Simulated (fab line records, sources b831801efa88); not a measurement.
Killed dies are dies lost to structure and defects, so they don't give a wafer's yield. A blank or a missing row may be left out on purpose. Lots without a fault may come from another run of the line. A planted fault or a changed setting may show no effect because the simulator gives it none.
A struck lot beside a sound one | flow sky130 | 15 steps out of a route of 708
Sound: wafers L954.1, L954.2, L954.4. Struck: wafers L965.4, L965.5, L965.6. The cause comes at the end.
At each step with rows: each side's tool, then ch and its chambers, then its first start. Under that, the readings that differ: sound wafers | struck wafers | difference of the means | sigmas: that difference in standard deviations of wafers without a fault.
alike: readings whose means differ by less than 2 such deviations, and words and numbers that are the same on both sides. not compared: withheld readings, readings that some wafer has no value for, bounds like >300 that may hide the same value, and numbers for which the record gives no deviation and whose values overlap.
The two part at a step that has a row with sigmas, a row that says differs or no value, or rows on one side only. Numbers that don't overlap but have no deviation are shown without sigmas and don't part them. A reading that every wafer of one side lacks parts them only if that side has two wafers or more.

first, 6 steps without rows for these wafers: SKY_CONTACT_COAT_08 (resist thk 60 nm); SKY_CONTACT_COAT_09 (resist thk 450 nm); SKY_CONTACT_SOFTBAKE_10 (time 90 s); SKY_CONTACT_EXPOSE_11 (exposes mask CTM1, target cd 170 nm); SKY_CONTACT_PEB_12; SKY_CONTACT_DEVELOP_13 (develop time 60 s).
SKY_CONTACT_CD_MEAS_14: target cd 170 nm.
  sound on cd_sem-02, day 33 06:43; struck on cd_sem-01, day 36 15:48
  alike: cd_nm
SKY_CONTACT_OVL_MEAS_15:
  sound on overlay-01, day 33 06:50; struck on overlay-02, day 36 15:53
  alike: CONTACT_OVL
SKY_CONTACT_ETCH_16: etches BARC in N2/H2, stops on SiO2, time 45.9 s, target depth 60 nm.
  sound on rie_diel-01 ch 0,1,3, day 33 06:52; struck on rie_diel-01 ch 0,1, day 36 15:53
  alike: drypump_motor_current_A, oes_product_au, throttle_valve_pct
  not compared: rf_hours_counter_h
SKY_CONTACT_ETCH_17: etches SiO2 in C4F8/O2/Ar, stops on Si3N4, target depth 340 nm.
  sound on rie_diel-01 ch 0,1,3, day 33 06:55; struck on rie_diel-01 ch 0,1, day 36 15:56
  alike: oes_product_au
SKY_CONTACT_ETCH_18: etches Si3N4 in CHF3/O2, stops on TiN, time 39 s, target depth 75 nm.
  sound on rie_diel-01 ch 0,1,3; struck on rie_diel-01 ch 0,1
  alike: O2_flow_sccm, drypump_motor_current_A, oes_product_au, throttle_valve_pct
  not compared: rf_hours_counter_h
SKY_CONTACT_STRIP_19: strips in O2/N2.
  sound on plasma_asher-01 ch 0,1, day 33 07:00; struck on plasma_asher-03 ch 0,1, day 36 16:04
  alike: drypump_motor_current_A, oes_product_au, strip_time_to_endpoint_s
  not compared: rf_hours_counter_h
SKY_CONTACT_STRIP_20: strips in post etch residue remover, time 1200 s.
  sound on wet_bench-03 ch 0, day 33 07:06; struck on wet_bench-02 ch 1, day 36 16:08
  reading               | sound             | struck            | difference | sigmas
  bath_guard_temp_C (C) | 72.9 72.7 72.9    | 77.3 77.5 77.3    | +4.5       | +7
  temp_c (C)            | 72.50 72.45 72.40 | 76.01 76.14 76.07 | +3.62      | +33
then, 1 step without rows for these wafers: SKY_CONTACT_CLEAN_21 (cleans in IPA, time 180 s).
-- the record jumps here: 13 days lie between the struck wafers' starts before and after (it left off in module CONTACT and takes up again in module PAD_OPEN, whose first step shown is number 708 of the route) --
SKY_PAD_OPEN_PROBE_99:
  sound on prober-01, day 47 13:09; struck on prober-01, day 50 00:49
  alike: killed_at_M0_to_M3, killed_at_M4_up, killed_at_contacts, killed_at_front_end, killed_at_other, killed_dies, killed_open, killed_short

WHERE THEY PART
Only at SKY_CONTACT_STRIP_20, within this record. Later steps at which nothing parts them and some readings are alike: SKY_PAD_OPEN_PROBE_99.

WHY: what the simulator had put in
Process parameter drift: wet_bench-02, from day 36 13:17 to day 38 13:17, at SKY_CONTACT_STRIP_20. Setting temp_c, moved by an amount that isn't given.
